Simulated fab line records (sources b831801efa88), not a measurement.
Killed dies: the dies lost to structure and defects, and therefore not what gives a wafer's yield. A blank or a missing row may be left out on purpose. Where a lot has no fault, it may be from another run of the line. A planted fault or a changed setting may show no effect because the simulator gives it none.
A struck lot beside a sound one || flow gf180mcu || 31 out of 602 route steps
Sound: wafers L876.1, L876.3, L876.4. Wafers struck: L881.4, L881.5, L881.6. The cause comes at the end.
Per side, at each step with rows, come the tool, then ch with its chambers, and then its first start. Under that, the readings that differ: sound wafers || struck wafers || difference of the means || sigmas: that difference in standard deviations of wafers without a fault.
alike: readings with means less than 2 such deviations apart, plus words and numbers identical on both sides. not compared: withheld readings, readings lacking a value on some wafer, bounds such as >300 that could conceal the same value, and numbers that have no deviation in the record and whose values overlap.
The two part at a step that has a row with sigmas, a row that says differs or no value, or rows on one side only. Numbers that don't overlap but have no deviation are shown without sigmas and don't part them. Lack of a reading on every wafer of one side parts them only where that side has two or more wafers.

first, 7 steps without rows for these wafers: GF_HV_LDD_PEB_44; GF_HV_LDD_DEVELOP_45 (develop time 60 s); GF_HV_LDD_IMPLANT_48; GF_HV_LDD_STRIP_49 (strips in O2/N2); GF_HV_LDD_CLEAN_51 (cleans in SC1/SC2, time 150 s); GF_HV_LDD_RTA_52 (time 10 s); GF_HV_LDD_CVD_54 (deposits SiO2 from TEOS, target thk 10 nm, time 75 s).
GF_HV_LDD_CVD_56: deposits Si3N4 from DCS/NH3, target thk 90 nm, time 1543 s.
  sound on lpcvd-01 ch 1, day 15 18:49; struck on lpcvd-01 ch 0, day 17 11:32
{"reading": "zone_power_centre_pct (%)", "sound": "13.0 12.9 12.7", "struck": "14.6 14.6 14.7", "difference": "+1.8", "sigmas": "+2"}
  alike: spike_tc_centre_C, zone_power_top_pct
then, 22 steps without rows for these wafers: GF_HV_LDD_ETCHBACK_58 (etches Si3N4 in CH3F/O2, stops on SiO2, time 100 s, target depth 90 nm); GF_NSD_DEHYDRATE_00 (time 60 s); GF_NSD_HMDS_01 (prime time 60 s); GF_NSD_COAT_02 (resist thk 1000 nm); GF_NSD_SOFTBAKE_03 (time 60 s); GF_NSD_EXPOSE_04 (exposes mask Nplus, target cd 400 nm); GF_NSD_PEB_05; GF_NSD_DEVELOP_06 (develop time 60 s); GF_NSD_IMPLANT_09; GF_NSD_IMPLANT_10; GF_NSD_STRIP_11 (strips in O2/N2); GF_PSD_DEHYDRATE_00 (time 60 s); GF_PSD_HMDS_01 (prime time 60 s); GF_PSD_COAT_02 (resist thk 1000 nm); GF_PSD_SOFTBAKE_03 (time 60 s); GF_PSD_EXPOSE_04 (exposes mask Pplus, target cd 400 nm); GF_PSD_PEB_05; GF_PSD_DEVELOP_06 (develop time 60 s); GF_PSD_IMPLANT_09; GF_PSD_STRIP_10 (strips in O2/N2); GF_PSD_CLEAN_12 (cleans in SC1/SC2, time 150 s); GF_PSD_RTA_13 (time 20 s).
-- the record jumps here: 16 days lie between the struck wafers' starts before and after (it left off in module PSD and takes up again in module PASSIVATION, whose first step shown is number 602 of the route) --
GF_PASSIVATION_PROBE_99:
  only the struck wafers here have rows in the record (prober-02, day 33 07:56); the sound ones have none

## WHERE THEY PART
Last at GF_PASSIVATION_PROBE_99 as far as this record goes, first at GF_HV_LDD_CVD_56.

WHY: what the simulator had put in
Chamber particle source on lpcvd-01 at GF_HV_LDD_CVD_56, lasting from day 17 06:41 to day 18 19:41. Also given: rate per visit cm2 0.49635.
